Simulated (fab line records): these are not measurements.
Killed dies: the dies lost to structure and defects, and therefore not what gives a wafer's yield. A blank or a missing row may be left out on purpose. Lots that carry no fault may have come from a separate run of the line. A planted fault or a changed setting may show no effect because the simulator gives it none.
One fault seen from 2 desks    flow gf180mcu    what lay behind the numbers comes last; until then each desk has only its own

## FOR THE TOOL OWNER'S DESK: lpcvd-02
The tool's own readings at GF_POLY_GATE_CVD_00 (deposits poly-Si, target thk 200 nm, time 1200 s): means of the sampled wafers that have a number, for each lot that ran on this tool. If a lot's mean is further than 4 standard deviations from the usual mean, the lot is out of limits and carries the mark OUT (the distance appears in the brackets).
Columns: A = zone_power_lower_pct at GF_POLY_GATE_CVD_00, usual 9.0 %
lot   first seen here  A
L492  day 9 02:31      8.5
L493  day 9 08:10      8.4
L497  day 10 20:42     8.7
L498  day 10 22:15     8.7
L500  day 11 10:22     8.7
L501  day 11 13:54     8.7
L502  day 11 21:16     8.9
L511  day 14 15:01     8.4
L512  day 14 19:22     8.4
Finding of this desk: none of the 9 lots has anything out of limits.

## FROM THE METROLOGY DESK
Means of the sampled wafers that have a number, per lot and without regard to the tool the lot ran on: this is what the gauges read. If a lot's mean is further than 4 standard deviations from the usual mean, the lot is out of limits and carries the mark OUT (the distance appears in the brackets).
Columns: A = VT_IMPLANT_01_OVL at GF_VT_IMPLANT_OVL_MEAS_18, usual 1.1 nm; B = VT_IMPLANT_02_OVL at GF_VT_IMPLANT_OVL_MEAS_29, usual -0.3 nm; C = POLY_GATE_CVD_00_THK at GF_POLY_GATE_THK_MEAS_01, usual 200.5 nm; D = POLY_GATE_OVL at GF_POLY_GATE_OVL_MEAS_11, usual 2 nm
lot   first seen here  A     B     C                D
L490  day 6 07:07      1.5   -0.1  199.5            -10
L492  day 6 19:16      1.2   -0.9  202.1            2
L493  day 7 01:54      -1.5  -1.1  201.3            6
L494  day 7 05:27      0.8   -1.2  202.0            2
L497  day 8 11:44      -1.0  0.2   200.0            1
L498  day 8 12:47      1.5   -0.2  199.0            5
L500  day 8 23:22      1.8   -0.2  138.7 (-36) OUT  10
L501  day 9 01:17      1.7   -1.5  137.1 (-37) OUT  -1
L502  day 9 10:44      1.4   -0.8  138.8 (-36) OUT  1
L509  day 11 09:11     1.3   -0.9  197.9            7
L510  day 11 18:20     1.1   0.4   197.5            9
L511  day 11 19:44     0.7   0.2   201.6            3
L512  day 12 01:46     1.7   -1.2  199.4            6
Per this desk, out of limits: L500, L501, L502; the first was L500, day 11 11:42 (POLY_GATE_CVD_00_THK at GF_POLY_GATE_THK_MEAS_01). In limits: L490, L492, L493, L494, L497, L498, L509, L510, L511, L512.

## ALL TOGETHER
L500, L501, L502 would have let the metrology desk raise an alarm at day 11 11:42.
The desk of the tool owner found nothing out of limits.
Tool owner's desk: L500, L501, L502 on record, inside its limits.
The lots listed all ran GF_POLY_GATE_CVD_00 on lpcvd-02.

## WHAT THE SIMULATOR PUT IN
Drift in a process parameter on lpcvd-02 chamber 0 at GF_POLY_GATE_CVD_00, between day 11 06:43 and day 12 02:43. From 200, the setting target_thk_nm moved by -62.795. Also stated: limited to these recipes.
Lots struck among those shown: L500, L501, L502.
Hours from the fault's start to each desk's first reading out of limits: the metrology desk, 5.
